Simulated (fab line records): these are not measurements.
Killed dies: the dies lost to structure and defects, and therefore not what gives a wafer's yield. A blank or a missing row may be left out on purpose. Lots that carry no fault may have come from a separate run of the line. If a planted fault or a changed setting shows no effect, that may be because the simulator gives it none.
fab line records ; flow sky130
record: lots: 5; wafers: 14; lastDay: 50
route steps=708 shown VIA1@470 METAL2@483
lots untouched by any fault: they come from a run of this same line in which no faults occurred
startH: start of the lot's first displayed wafer, in hours after the record's first day ; waitH: time in hours since the lot's previous step ; " same as the row above ; L1.1+2: one row covering several wafers at once ; - no value, or no start was given ; * or withheld: withheld ; < > ~ a bound
route shown NAME@n: a module of which the file shows steps, and the number in the route of the first ; usual: mean and standard deviation over wafers with no fault ; same: alike in all rows ; chamber/n: place in a boat ; sites: each site's reading ; _std_site: their standard deviation ; _edge_site: mean of outer sites minus mean of inner sites ; radiusMm: how far each site lies from the wafer's centre ; mask NAME#n: copy n ; behind: tool/chamber where the wafer was last shaped ; hold: cause of the lot's hold/its duration in hours/its outcome ; device: transistor that didn't switch, given as n, p or np ; end of line: tests run on the same wafers once the route is complete ; where a step has no rows: the recipe by itself ; killed: the dies lost at the first sort to structure and to defects; this is not the yield of the wafer ; map: per-die view of a wafer (x killed, . not killed, _ where there is no die)
set.NAME: the setting that was run; set.NAME@STEP: the one run at that earlier step ; model.NAME: the simulator's own value behind a step, which no gauge read
lots at some steps of the route; a table a step, a row a wafer
services: from which hour (startH, from the record's first day; less than 0 if before it) a tool's chamber was out of use, for how many hours, and why
== steps ==
step: SKY_VIA1_CD_MEAS_12
recipe: targetCdNm: 150
usual: cdNm: 149.3/1.6
lot.wafer;tool;chamber;startH;waitH;cdNm
L921.1;cdSem-02;-;826.58;-;147.6
L921.2;cdSem-02;-;826.58;-;148.9
L921.4;cdSem-02;-;826.58;-;150.4
L922.1;cdSem-02;-;830.48;-;149.6
L922.4;cdSem-02;-;830.48;-;149.3
L922.6;cdSem-02;-;830.48;-;150.8
L934.4;cdSem-02;-;910.97;-;151.4
L934.5;cdSem-02;-;910.97;-;150.2
L939.2;cdSem-01;-;948.25;-;147.7
L939.5;cdSem-01;-;948.25;-;150.2
L939.6;cdSem-01;-;948.25;-;149.2
L941.1;cdSem-01;-;958.46;-;147.9
L941.3;cdSem-01;-;958.46;-;150.5
L941.4;cdSem-01;-;958.46;-;147.6
step: SKY_VIA1_OVL_MEAS_13
usual: VIA1_OVL: 0/4.5
lot.wafer;tool;chamber;startH;waitH;VIA1_OVL[nm]
L921.1;overlay-01;-;826.70;0.1;-3
L921.2;overlay-01;-;826.70;0.1;-3
L921.4;overlay-01;-;826.70;0.1;-4
L922.1;overlay-01;-;830.60;0.1;-1
L922.4;overlay-01;-;830.60;0.1;3
L922.6;overlay-01;-;830.60;0.1;7
L934.4;overlay-02;-;911.05;0.1;0
L934.5;overlay-02;-;911.05;0.1;2
L939.2;overlay-01;-;948.35;0.1;-2
L939.5;overlay-01;-;948.35;0.1;0
L939.6;overlay-01;-;948.35;0.1;-4
L941.1;overlay-02;-;958.58;0.1;-3
L941.3;overlay-02;-;958.58;0.1;-7
L941.4;overlay-02;-;958.58;0.1;3
step: SKY_VIA1_ETCH_14
recipe: chemistry: N2/H2; target: BARC; ionEnergyEv: 200; sourceW: 500; biasW: 100; pressureMtorr: 30; n2FlowSccm: 100; h2FlowSccm: 200; stopOn: SiO2; timeS: 45.9; targetDepthA: 600
usual: drypumpMotorCurrentA: 5.9/0.45; oesProductAu: 0.855/0.0047; throttleValvePct: 13.225/0.009
same: timeS: 45.9
lot.wafer;tool;chamber;startH;waitH;drypumpMotorCurrentA;oesProductAu;rfHoursCounterH;throttleValvePct
L921.1;rieDiel-04;1;826.74;0.0;5.2;0.855;6;13.238
L921.2;rieDiel-04;2;826.74;0.0;5.4;0.857;12;13.225
L921.4;rieDiel-04;2;826.74;0.0;5.4;0.843;-;13.234
L922.1;rieDiel-03;1;830.64;0.0;6.2;0.852;9;13.236
L922.4;rieDiel-03;3;830.64;0.0;6.0;0.846;-;13.226
L922.6;rieDiel-03;0;830.64;0.0;5.0;0.848;-;13.232
L934.4;rieDiel-02;3;911.07;0.0;6.5;0.855;16;13.222
L934.5;rieDiel-02;1;911.07;0.0;6.1;0.856;-;13.225
L939.2;rieDiel-04;3;948.38;0.0;6.0;0.855;21;13.222
L939.5;rieDiel-04;0;948.38;0.0;5.6;0.846;-;13.209
L939.6;rieDiel-04;3;948.38;0.0;6.0;0.857;-;13.235
L941.1;rieDiel-03;1;958.62;0.0;6.2;0.859;13;13.208
L941.3;rieDiel-03;2;958.62;0.0;5.7;0.862;22;13.226
L941.4;rieDiel-03;0;958.62;0.0;5.0;0.854;16;13.230
step: SKY_VIA1_ETCH_15
recipe: target: SiO2; chemistry: C4F8/O2/Ar; targetDepthNm: 351; stopOn: TiN; maskMaterial: KrF-thick; sourceW: 1500; biasW: 1200; pressureMtorr: 40; c4f8FlowSccm: withheld; O2_flow_sccm: 6; Ar_flow_sccm: 300; timeS: 54
step: SKY_VIA1_STRIP_16
recipe: chemistry: O2/N2; powerW: 1400; pressureMtorr: 1500; platenTempC: withheld; o2FlowSccm: 3000; n2FlowSccm: 300; overashFraction: 0.5
usual: drypumpMotorCurrentA: 5.7/0.5; oesProductAu: 0.415/0.0044; stripTimeToEndpointS: 4.464/0.024
lot.wafer;tool;chamber;startH;waitH;drypumpMotorCurrentA;oesProductAu;rfHoursCounterH;stripTimeToEndpointS
L921.1;plasmaAsher-02;1;826.83;0.0;5.8;0.412;8;4.443
L921.2;plasmaAsher-02;0;826.83;0.0;6.0;0.417;8;4.432
L921.4;plasmaAsher-02;0;826.83;0.0;6.0;0.412;-;4.469
L922.1;plasmaAsher-01;1;830.73;0.0;6.3;0.416;97;4.477
L922.4;plasmaAsher-01;1;830.73;0.0;6.3;0.407;-;4.447
L922.6;plasmaAsher-01;0;830.73;0.0;5.2;0.414;-;4.442
L934.4;plasmaAsher-01;0;911.19;0.1;5.1;0.420;-;4.466
L934.5;plasmaAsher-01;0;911.19;0.1;5.1;0.418;-;4.461
L939.2;plasmaAsher-02;1;948.47;0.0;5.8;0.416;20;4.498
L939.5;plasmaAsher-02;0;948.47;0.0;6.0;0.417;-;4.481
L939.6;plasmaAsher-02;1;948.47;0.0;5.8;0.409;-;4.500
L941.1;plasmaAsher-02;1;958.71;0.0;5.8;0.417;21;4.481
L941.3;plasmaAsher-02;0;958.71;0.0;6.0;0.418;-;4.438
L941.4;plasmaAsher-02;1;958.71;0.0;5.8;0.414;-;4.443
step: SKY_VIA1_STRIP_17
recipe: chemistry: postEtchResidueRemover; timeS: 1200; tempC: 72.5
step: SKY_VIA1_CLEAN_18
recipe: chemistry: IPA; timeS: 180; tempC: 25
step: SKY_VIA1_CLEAN_19
recipe: chemistry: O3/DIW; dry: n2Spin
step: SKY_VIA1_SPUTTER_20
recipe: material: TiN; targetThkNm: 20; chamberPressurePa: 5; powerW: 4000; timeS: 80
usual: throttleValvePct: 29.9/1.2
same: timeS: 80
lot.wafer;tool;chamber;startH;waitH;throttleValvePct
L921.1;pvdSputter-04;-;827.42;0.0;28.6
L921.2;pvdSputter-04;-;827.42;0.0;31.4
L921.4;pvdSputter-04;-;827.42;0.0;28.3
L922.1;pvdSputter-02;-;831.32;0.0;30.9
L922.4;pvdSputter-02;-;831.32;0.0;30.9
L922.6;pvdSputter-02;-;831.32;0.0;30.1
L934.4;pvdSputter-01;-;911.75;0.0;30.4
L934.5;pvdSputter-01;-;911.75;0.0;30.6
L939.2;pvdSputter-04;-;949.07;0.0;28.3
L939.5;pvdSputter-04;-;949.07;0.0;28.2
L939.6;pvdSputter-04;-;949.07;0.0;28.8
L941.1;pvdSputter-02;-;959.30;0.0;30.8
L941.3;pvdSputter-02;-;959.30;0.0;31.2
L941.4;pvdSputter-02;-;959.30;0.0;30.3
step: SKY_VIA1_CVD_21
recipe: material: W; targetThkNm: 270; timeS: 80.902; tempC: 400; pressureTorr: 40
usual: heaterPowerW: 816/56
same: timeS: 80.902
lot.wafer;tool;chamber;startH;waitH;heaterPowerW;sinceWetCleanH
L921.1;cvdW-02;0;827.48;0.0;916;923
L921.2;cvdW-02;1;827.48;0.0;777;923
L921.4;cvdW-02;0;827.48;0.0;901;-
L922.1;cvdW-01;1;831.38;0.0;764;427
L922.4;cvdW-01;1;831.38;0.0;781;-
L922.6;cvdW-01;0;831.38;0.0;769;-
L934.4;cvdW-01;0;911.84;0.1;769;-
L934.5;cvdW-01;0;911.84;0.1;757;-
L939.2;cvdW-02;1;949.13;0.0;801;31
L939.5;cvdW-02;0;949.13;0.0;890;-
L939.6;cvdW-02;1;949.13;0.0;789;-
L941.1;cvdW-02;0;959.36;0.0;878;41
L941.3;cvdW-02;1;959.36;0.0;789;-
L941.4;cvdW-02;0;959.36;0.0;878;-
step: SKY_VIA1_RS_MEAS_22
recipe: thkMeasGauge: four-point-probe; reads: W_of_VIA1_CVD_21+TiN_of_VIA1_SPUTTER_20
usual: VIA1_W_RS: 0.427/0.0044
lot.wafer;tool;chamber;startH;waitH;VIA1_W_RS[ohm/sq]
L921.1;filmMetro-02;-;827.57;0.1;0.430
L921.2;filmMetro-02;-;827.57;0.1;0.426
L921.4;filmMetro-02;-;827.57;0.1;0.424
L922.1;filmMetro-02;-;831.47;0.1;0.426
L922.4;filmMetro-02;-;831.47;0.1;0.428
L922.6;filmMetro-02;-;831.47;0.1;0.429
L934.4;filmMetro-02;-;911.96;0.1;0.431
L934.5;filmMetro-02;-;911.96;0.1;0.430
L939.2;filmMetro-01;-;949.25;0.1;0.432
L939.5;filmMetro-01;-;949.25;0.1;0.435
L939.6;filmMetro-01;-;949.25;0.1;0.437
L941.1;filmMetro-03;-;959.45;0.1;0.424
L941.3;filmMetro-03;-;959.45;0.1;0.426
L941.4;filmMetro-03;-;959.45;0.1;0.424
step: SKY_VIA1_THK_MEAS_23
recipe: thkMeasGauge: xrf; reads: W_of_VIA1_CVD_21
usual: VIA1_W_THK: 273/3.5
lot.wafer;tool;chamber;startH;waitH;VIA1_W_THK[nm]
L921.1;filmMetro-02;-;827.69;0.1;270
L921.2;filmMetro-02;-;827.69;0.1;272
L921.4;filmMetro-02;-;827.69;0.1;275
L922.1;filmMetro-02;-;831.59;0.1;273
L922.4;filmMetro-02;-;831.59;0.1;273
L922.6;filmMetro-02;-;831.59;0.1;270
L934.4;filmMetro-02;-;912.05;0.1;274
L934.5;filmMetro-02;-;912.05;0.1;274
L939.2;filmMetro-01;-;949.36;0.1;269
L939.5;filmMetro-01;-;949.36;0.1;267
L939.6;filmMetro-01;-;949.36;0.1;266
L941.1;filmMetro-03;-;959.57;0.1;275
L941.3;filmMetro-03;-;959.57;0.1;274
L941.4;filmMetro-03;-;959.57;0.1;274
step: SKY_VIA1_CMP_24
recipe: stopOn: SiO2; tOverpolishS: 15; downForcePsi: 3.5; platenRpm: 60; targetThkNm: 0; padVelocityMS: 0.94248
usual: motorCurrentA: 11.4/1.1; overpolishRunS: 15.000/0.0094; timeToEndpointS: 63/3.1
lot.wafer;tool;chamber;startH;waitH;motorCurrentA;overpolishRunS;timeToEndpointS
L921.2;cmp-01;2;827.76;0.0;12.8;15.000;64
L921.1;cmp-01;0;827.76;0.0;12.0;15.008;59
L921.4;cmp-01;1;827.76;0.0;10.9;15.014;62
L922.1;cmp-02;1;831.70;0.1;10.0;14.996;63
L922.4;cmp-02;2;831.70;0.1;11.2;15.011;65
L922.6;cmp-02;0;831.70;0.1;10.8;15.003;61
L934.4;cmp-02;0;912.12;0.1;10.5;0.047;103
L934.5;cmp-02;1;912.12;0.1;9.5;15.004;60
L939.2;cmp-01;1;949.41;0.0;11.5;14.980;59
L939.5;cmp-01;1;949.41;0.0;11.6;15.006;61
L939.6;cmp-01;2;949.41;0.0;12.6;15.000;65
L941.4;cmp-01;2;959.63;0.0;12.7;14.972;61
L941.1;cmp-01;0;959.63;0.0;11.2;14.995;57
L941.3;cmp-01;1;959.63;0.0;12.3;15.002;60
step: SKY_METAL2_SPUTTER_00
recipe: material: Ti; targetThkNm: 15; powerW: 3000; timeS: 10; chamberPressurePa: 0.4
usual: throttleValvePct: 29.9/1.2
same: timeS: 10
lot.wafer;tool;chamber;startH;waitH;throttleValvePct
L921.1;pvdSputter-03;-;828.06;0.1;29.7
L921.2;pvdSputter-03;-;828.06;0.1;28.5
L921.4;pvdSputter-03;-;828.06;0.1;28.8
L922.1;pvdSputter-01;-;831.95;0.2;30.2
L922.4;pvdSputter-01;-;831.95;0.2;29.5
L922.6;pvdSputter-01;-;831.95;0.2;30.6
L934.5;pvdSputter-04;-;912.43;0.0;31.3
L939.2;pvdSputter-04;-;949.71;0.2;28.7
L939.5;pvdSputter-04;-;949.71;0.2;31.2
L939.6;pvdSputter-04;-;949.71;0.2;28.6
L941.1;pvdSputter-04;-;959.93;0.1;31.3
L941.3;pvdSputter-04;-;959.93;0.1;28.2
L941.4;pvdSputter-04;-;959.93;0.1;29.0
== services ==
tool;chamber;startH;hours;kind
rieDiel-03;2;803.68;7.2;repair
rieDiel-04;0;815.97;15.1;repair
rieDiel-03;2;818.76;19.9;repair
rieDiel-04;-;822.53;2.8;repair
cmp-02;-;826.83;1.9;repair
pvdSputter-03;-;830.58;4.7;repair
plasmaAsher-01;-;833.81;2.8;pm
pvdSputter-01;-;836.60;7.2;repair
rieDiel-04;3;844.48;1.9;repair
cmp-02;-;856.16;11.8;repair
plasmaAsher-01;-;862.77;2.9;repair
rieDiel-03;0;863.22;7.2;repair
cmp-02;-;867.97;5.5;pm
cvdW-01;1;881.65;16.4;repair
pvdSputter-02;-;883.96;8.4;repair
pvdSputter-03;-;889.65;2.6;repair
plasmaAsher-01;-;891.88;2.3;repair
rieDiel-03;1;895.96;8.0;repair
cvdW-02;-;904.00;14.0;pm
cmp-01;-;912.15;4.0;pm
rieDiel-03;1;912.91;6.4;repair
rieDiel-04;3;926.03;1.3;repair
cmp-02;-;937.50;2.1;repair
rieDiel-04;-;939.02;0.7;repair
== key ==
firstSign: step: SKY_VIA1_CMP_24; reading: overpolishRunS; direction: down; sigmas: 99+; usual: 15.000; struck: 0.047
effect: step: SKY_VIA1_CMP_24; reading: timeToEndpointS; direction: up; sigmas: 13; usual: *; struck: *
metAt SKY_VIA1_CMP_24
struckWafers L934.4
laterRowsLeftOut L934.4
sortLeftOut L934.4
onsetBetween 831.70 912.12
fault: kind: processParameterDrift; tool: cmp-02; chamber: -; onsetH: 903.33; steps: SKY_VIA1_CMP_24; channel: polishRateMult; offset: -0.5; shape: step; endH: 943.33; scope: struckWafersOnly
sortLeftOut: the simulated sort isn't trusted on such a fault, so these wafers' sort isn't shown, and their yield isn't known
laterRowsLeftOut: the simulator's readings of these wafers behind a module that went badly wrong aren't trusted and aren't shown, but for the sort
